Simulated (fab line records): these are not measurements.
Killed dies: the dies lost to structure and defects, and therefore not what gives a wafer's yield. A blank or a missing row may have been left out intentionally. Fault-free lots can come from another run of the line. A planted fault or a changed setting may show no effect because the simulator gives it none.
fab line records	flow sky130
[record] lots = 15	wafers = 45	last-day = 50
route steps=708 shown VIA2@528 CAPM@551 METAL3@562
lots untouched by any fault: they come from a run of this same line in which no faults occurred
start-h: the number of hours between the record's first day and the start of the first shown wafer of the lot	wait-h: time in hours since the lot's previous step	" same as the row above	L1.1+2: a row that stands for several wafers	- either no value or no given start	* or withheld: withheld	< > ~ a bound
route shown NAME@n: names a module that has steps shown in the file, with the first one's number in the route	usual: mean/standard deviation of fault-free wafers	same: alike in all rows	chamber/n: place in a boat	sites: per-site readings	_std_site: standard deviation across them	_edge_site: mean of outer sites minus mean of inner sites	radius-mm: for every site, how far away it sits from the centre of the wafer	mask NAME#n: copy n	behind: the most recent tool/chamber to have shaped the wafer	hold: what put the lot on hold/how long, in hours/how the hold closed	device: the transistor (n, p or np) that didn't switch	end of line: tests of these same wafers at the route's end	for a step that has no rows: nothing shown but its recipe	killed: at the first sort, the dies lost to defects and structure; wafer yield is something else	map: shows each die of a wafer: x if killed, . if not, _ if none is there
set.NAME: setting as actually run; set.NAME@STEP: the setting as run at that earlier step	model.NAME: the simulator's own value behind a step, which no gauge read
route steps across a sampled set of lots; one table per step, one row per wafer
services: a tool's chamber out of use, with start hour (start-h, from the record's first day; less than 0 if before it), hours out, and reason
[[steps]]
[step SKY_VIA2_CVD_21]
[recipe] material = W	target-thk-nm = 420	time-s = 126.4	temp-c = 400	pressure-torr = 40
[usual] heater-power-w = 912/110
lot.wafer	tool	chamber	start-h	wait-h	heater-power-w
L811.1	cvd-w-01	1	851.31	0.0	898
L811.3	"	0	"	"	902
L811.6	"	0	"	"	898
L810.1	cvd-w-02	0	851.63	0.0	1066
L810.5	"	1	"	"	897
L810.6	"	0	"	"	1075
L812.3	cvd-w-02	0	860.05	0.1	1078
L812.4	"	1	"	"	896
L812.5	"	1	"	"	881
L814.1	cvd-w-01	0	880.39	0.0	905
L814.3	"	0	"	"	905
L814.4	"	1	"	"	889
L815.3	cvd-w-02	1	883.02	0.1	880
L815.5	"	1	"	"	882
L815.6	"	0	"	"	1043
L818.2	cvd-w-02	0	901.93	0.0	1060
L818.3	"	1	"	"	871
L818.5	"	0	"	"	1099
L821.2	cvd-w-02	0	931.27	0.0	1064
L821.3	"	1	"	"	884
L821.5	"	1	"	"	898
L823.1	cvd-w-01	0	938.11	0.0	739
L823.2	"	1	"	"	863
L823.5	"	0	"	"	739
L822.2	cvd-w-01	0	950.59	0.0	739
L822.3	"	1	"	"	869
L822.4	"	0	"	"	753
L824.3	cvd-w-01	0	954.14	0.1	728
L824.4	"	1	"	"	874
L824.5	"	1	"	"	834
L829.2	cvd-w-02	0	991.05	0.0	1082
L829.5	"	1	"	"	877
L829.6	"	0	"	"	1061
L830.3	cvd-w-02	0	994.56	0.1	1052
L830.4	"	1	"	"	862
L830.6	"	0	"	"	1063
L831.1	cvd-w-01	0	1001.21	0.0	741
L831.4	"	0	"	"	735
L831.5	"	0	"	"	741
L832.2	cvd-w-01	1	1009.02	0.0	871
L832.4	"	1	"	"	866
L832.5	"	0	"	"	751
L833.3	cvd-w-02	1	1016.71	0.1	907
L833.5	"	1	"	"	867
L833.6	"	0	"	"	1070
[step SKY_CAPM_STRIP_14]
[recipe] chemistry = O2/N2	power-w = 1400	pressure-mtorr = 1500	platen-temp-c = withheld	o2-flow-sccm = 3000	n2-flow-sccm = 300	overash-fraction = 0.5
[usual] chamber-pressure-mTorr = 1500.0/1.4	drypump-motor-current-A = 5.54/0.22	oes-product-au = 0.710/0.0046	strip-time-to-endpoint-s = 12.64/0.053
lot.wafer	tool	chamber	start-h	wait-h	chamber-pressure-mTorr	drypump-motor-current-A	oes-product-au	rf-hours-counter-h	strip-time-to-endpoint-s
L811.1	plasma-asher-04	1	878.75	0.1	1500.4	5.37	0.706	13	12.60
L811.3	"	0	"	"	1500.9	5.69	0.718	-	12.69
L811.6	"	0	"	"	1501.4	5.67	0.715	-	12.67
L810.1	plasma-asher-01	0	878.97	0.1	1502.8	5.48	0.714	45	12.71
L810.5	"	1	"	"	1500.1	5.21	0.703	-	12.61
L810.6	"	0	"	"	1499.0	5.48	0.712	-	12.68
L812.3	plasma-asher-01	1	886.84	0.1	1500.9	5.21	0.709	-	12.67
L812.4	"	0	"	"	1500.2	5.48	0.715	-	12.59
L812.5	"	1	"	"	1497.6	5.21	0.701	-	12.58
L814.1	plasma-asher-04	1	906.70	0.1	1499.8	5.37	0.713	16	12.65
L814.3	"	1	"	"	1499.2	5.38	0.714	-	12.60
L814.4	"	0	"	"	1499.2	5.69	0.708	-	12.60
L815.3	plasma-asher-04	0	909.24	0.1	1499.5	5.69	0.709	-	12.56
L815.5	"	0	"	"	1499.8	5.70	0.713	-	12.69
L815.6	"	1	"	"	1499.4	5.37	0.712	-	12.62
L818.2	plasma-asher-04	0	927.87	0.1	1500.7	5.70	0.711	18	12.68
L818.3	"	0	"	"	1502.1	5.68	0.704	-	12.69
L818.5	"	0	"	"	1498.6	5.69	0.710	-	12.71
L821.2	plasma-asher-04	1	957.01	0.1	1500.5	5.43	0.706	21	12.57
L821.3	"	0	"	"	1502.6	5.69	0.709	-	12.60
L821.5	"	0	"	"	1500.7	5.69	0.711	-	12.55
L823.1	plasma-asher-04	0	963.17	0.1	1500.3	5.70	0.701	22	12.58
L823.2	"	1	"	"	1499.8	5.38	0.703	22	12.56
L823.5	"	0	"	"	1500.6	5.69	0.712	-	12.53
L822.2	plasma-asher-03	1	975.10	0.1	1499.9	5.97	0.708	119	12.72
L822.3	"	0	"	"	1498.8	5.44	0.713	-	12.64
L822.4	"	1	"	"	1499.6	5.97	0.711	-	12.69
L824.3	plasma-asher-03	0	978.99	0.1	1502.0	5.45	0.721	-	12.74
L824.4	"	1	"	"	1500.9	5.95	0.707	-	12.61
L824.5	"	1	"	"	1500.6	5.96	0.714	-	12.66
L829.2	plasma-asher-03	1	1014.40	0.1	1501.5	5.95	0.708	123	12.58
L829.5	"	0	"	"	1500.2	5.46	0.711	-	12.56
L829.6	"	1	"	"	1498.9	5.96	0.707	-	12.65
L830.3	plasma-asher-04	1	1018.59	0.1	1500.3	5.38	0.697	-	12.55
L830.4	"	0	"	"	1500.2	5.68	0.713	-	12.61
L830.6	"	1	"	"	1497.6	5.37	0.714	-	12.55
L831.1	plasma-asher-04	0	1024.57	0.1	1500.9	5.69	0.712	28	12.70
L831.4	"	0	"	"	1501.6	5.67	0.710	-	12.73
L831.5	"	0	"	"	1500.8	5.71	0.712	-	12.67
L832.2	plasma-asher-04	1	1033.11	0.1	1499.7	5.40	0.711	29	12.73
L832.4	"	0	"	"	1498.1	5.68	0.699	-	12.69
L832.5	"	0	"	"	1498.8	5.67	0.716	-	12.75
L833.3	plasma-asher-03	0	1039.38	0.1	1498.3	5.45	0.707	-	12.63
L833.5	"	1	"	"	1499.8	5.95	0.708	-	12.69
L833.6	"	0	"	"	1498.2	5.43	0.706	-	12.67
[step SKY_METAL3_DEVELOP_12]
[recipe] develop-time-s = 60	resist = KrF-thick	dev-temp-c = 21
[usual] chill-plate-temp-C = 23.00/0.1	develop-time-s = 60/0
lot.wafer	tool	chamber	start-h	wait-h	chill-plate-temp-C	develop-time-s
L811.1	litho-track-02	0	904	-	22.97	60
L811.3	"	0	"	"	23.01	60
L811.6	"	0	"	"	22.97	60
L810.1	litho-track-03	0	904	-	23.11	60
L810.5	"	0	"	"	22.98	60
L810.6	"	0	"	"	22.98	60
L812.3	litho-track-03	0	911	-	23.05	60
L812.4	"	0	"	"	22.99	60
L812.5	"	0	"	"	23.08	60
L814.1	litho-track-03	0	932	-	23.01	60
L814.3	"	0	"	"	22.99	60
L814.4	"	0	"	"	22.93	60
L815.3	litho-track-03	0	935	-	22.98	60
L815.5	"	0	"	"	22.80	60
L815.6	"	0	"	"	22.82	60
L818.2	litho-track-03	0	952	-	22.81	60
L818.3	"	0	"	"	23.02	60
L818.5	"	0	"	"	22.90	60
L821.2	litho-track-03	-	981	-	-	-
L821.3	"	-	"	"	-	-
L821.5	"	-	"	"	-	-
L823.1	litho-track-04	-	987	-	-	-
L823.2	"	-	"	"	-	-
L823.5	"	-	"	"	-	-
L822.2	litho-track-02	-	999	-	-	-
L822.3	"	-	"	"	-	-
L822.4	"	-	"	"	-	-
L824.3	litho-track-02	0	1002	-	22.86	60
L824.4	"	0	"	"	22.91	60
L824.5	"	0	"	"	22.86	60
L829.2	litho-track-02	0	1037	-	23.11	60
L829.5	"	0	"	"	23.10	60
L829.6	"	0	"	"	23.05	60
L830.3	litho-track-04	0	1041	-	22.99	60
L830.4	"	0	"	"	23.02	60
L830.6	"	0	"	"	23.04	60
L831.1	litho-track-04	0	1046	-	22.99	60
L831.4	"	0	"	"	23.05	60
L831.5	"	0	"	"	23.00	60
L832.2	litho-track-03	0	1055	-	23.09	60
L832.4	"	0	"	"	23.02	60
L832.5	"	0	"	"	22.97	60
L833.3	litho-track-03	0	1061	-	23.01	60
L833.5	"	0	"	"	22.98	60
L833.6	"	0	"	"	23.00	60
[step SKY_METAL3_STRIP_19]
[recipe] chemistry = O2/N2	power-w = 1400	pressure-mtorr = 1500	platen-temp-c = withheld	o2-flow-sccm = 3000	n2-flow-sccm = 300	overash-fraction = 0.5
[usual] chamber-pressure-mTorr = 1499.8/1.4	drypump-motor-current-A = 5.46/0.15	oes-product-au = 0.501/0.0068	strip-time-to-endpoint-s = 6.51/0.14
lot.wafer	tool	chamber	start-h	wait-h	chamber-pressure-mTorr	drypump-motor-current-A	oes-product-au	rf-hours-counter-h	strip-time-to-endpoint-s
L811.1	plasma-asher-04	1	905.39	0.1	1500.5	5.37	0.505	16	6.50
L811.3	"	0	"	"	1500.2	5.70	0.499	-	6.39
L811.6	"	0	"	"	1499.2	5.73	0.509	-	6.53
L810.1	plasma-asher-02	0	905.43	0.1	1499.2	5.46	0.501	76	6.72
L810.5	"	1	"	"	1498.4	5.52	0.503	-	6.68
L810.6	"	0	"	"	1498.0	5.47	0.505	-	6.52
L812.3	plasma-asher-01	1	912.27	0.1	1499.0	5.23	0.489	-	6.40
L812.4	"	0	"	"	1496.9	5.47	0.490	-	6.30
L812.5	"	0	"	"	1499.5	5.46	0.493	-	6.43
L814.1	plasma-asher-04	1	932.88	0.1	1500.8	5.38	0.496	19	6.42
L814.3	"	0	"	"	1500.2	5.70	0.500	-	6.49
L814.4	"	1	"	"	1499.3	5.36	0.513	-	6.61
L815.3	plasma-asher-04	1	935.67	0.1	1502.0	5.42	0.493	-	6.42
L815.5	"	1	"	"	1501.7	5.37	0.508	-	6.61
L815.6	"	0	"	"	1496.4	5.71	0.499	-	6.42
L818.2	plasma-asher-04	0	953.38	0.1	1499.7	5.70	0.502	20	6.49
L818.3	"	1	"	"	1500.2	5.42	0.503	-	6.55
L818.5	"	1	"	"	1500.2	5.41	0.499	-	6.49
L821.2	plasma-asher-01	0	982.18	0.1	1501.1	5.46	0.505	56	6.38
L821.3	"	1	"	"	1500.2	5.23	0.493	-	6.38
L821.5	"	1	"	"	1498.2	5.23	0.513	-	6.65
L823.1	plasma-asher-04	0	988.22	0.1	1502.0	5.69	0.511	24	6.82
L823.2	"	1	"	"	1499.6	5.42	0.504	24	6.73
L823.5	"	1	"	"	1500.8	5.40	0.511	-	6.88
L822.2	plasma-asher-04	0	999.74	0.1	1498.0	5.68	0.502	25	6.65
L822.3	"	0	"	"	1500.9	5.70	0.506	-	6.58
L822.4	"	1	"	"	1500.6	5.41	0.501	-	6.72
L824.3	plasma-asher-01	0	1003.52	0.1	1501.3	5.48	0.514	-	6.63
L824.4	"	1	"	"	1498.0	5.24	0.494	-	6.32
L824.5	"	0	"	"	1500.7	5.46	0.502	-	6.57
L829.2	plasma-asher-04	0	1037.99	0.1	1501.4	5.67	0.487	29	6.23
L829.5	"	0	"	"	1498.8	5.68	0.493	-	6.17
L829.6	"	1	"	"	1500.9	5.33	0.501	-	6.52
L830.3	plasma-asher-02	0	1042.00	0.1	1500.5	5.47	0.509	-	6.67
L830.4	"	1	"	"	1501.8	5.53	0.509	-	6.61
L830.6	"	0	"	"	1500.1	5.47	0.511	-	6.64
L831.1	plasma-asher-02	1	1047.22	0.1	1500.2	5.52	0.503	89	6.70
L831.4	"	1	"	"	1500.9	5.54	0.503	-	6.56
L831.5	"	0	"	"	1500.1	5.44	0.510	-	6.69
L832.2	plasma-asher-01	1	1056.08	0.1	1498.9	5.21	0.511	64	6.65
L832.4	"	0	"	"	1499.9	5.48	0.503	-	6.39
L832.5	"	1	"	"	1497.0	5.24	0.499	-	6.62
L833.3	plasma-asher-01	1	1061.93	0.1	1497.9	5.21	0.513	-	6.68
L833.5	"	1	"	"	1501.3	5.22	0.501	-	6.50
L833.6	"	0	"	"	1499.8	5.47	0.508	-	6.66
[[services]]
tool	chamber	start-h	hours	kind
plasma-asher-02	-	827.59	2.8	pm
cvd-w-01	-	844.09	6.0	pm
plasma-asher-01	-	854.19	14.6	pm
cvd-w-01	0	859.38	13.3	repair
cvd-w-02	-	872.42	1.5	repair
cvd-w-01	-	904.00	14.0	pm
cvd-w-01	0	904.00	14.0	vent-cycle
cvd-w-01	1	904.00	14.0	vent-cycle
cvd-w-01	0	918.00	-	clean
cvd-w-01	1	918.00	-	clean
plasma-asher-03	-	990.02	1.0	repair
plasma-asher-02	-	1002.51	3.8	repair
plasma-asher-03	-	1017.80	1.0	repair
cvd-w-01	-	1040.17	6.9	pm
plasma-asher-03	-	1055.25	9.0	pm
plasma-asher-03	0	1055.25	9.0	vent-cycle
plasma-asher-03	1	1055.25	9.0	vent-cycle
plasma-asher-01	-	1058.63	2.8	pm
[[key]]
[first-sign] step = SKY_METAL3_DEVELOP_12	reading = tool-record	direction = missing
effect none on later readings
met-at SKY_METAL3_DEVELOP_12
struck-lots L821,L822,L823
later-rows-left-out L821.2,L821.3,L821.5,L822.2,L822.3,L822.4,L823.1,L823.2,L823.5
sort-left-out L821.2,L821.3,L821.5,L822.2,L822.3,L822.4,L823.1,L823.2,L823.5
not-acting-at SKY_VIA2_CVD_21,SKY_CAPM_STRIP_14,SKY_METAL3_STRIP_19
onset-between 952 981
[fault] kind = skipped-step-whole	tool = litho-track-02,litho-track-03,litho-track-04	chamber = -	onset-h = 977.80	steps = SKY_METAL3_DEVELOP_12	scope = struck-lots-only
// sort-left-out: the simulated sort isn't trusted on such a fault, so these wafers' sort isn't shown, and their yield isn't known
// later-rows-left-out: the simulator's readings of these wafers behind a module that went badly wrong aren't trusted and aren't shown, but for the sort
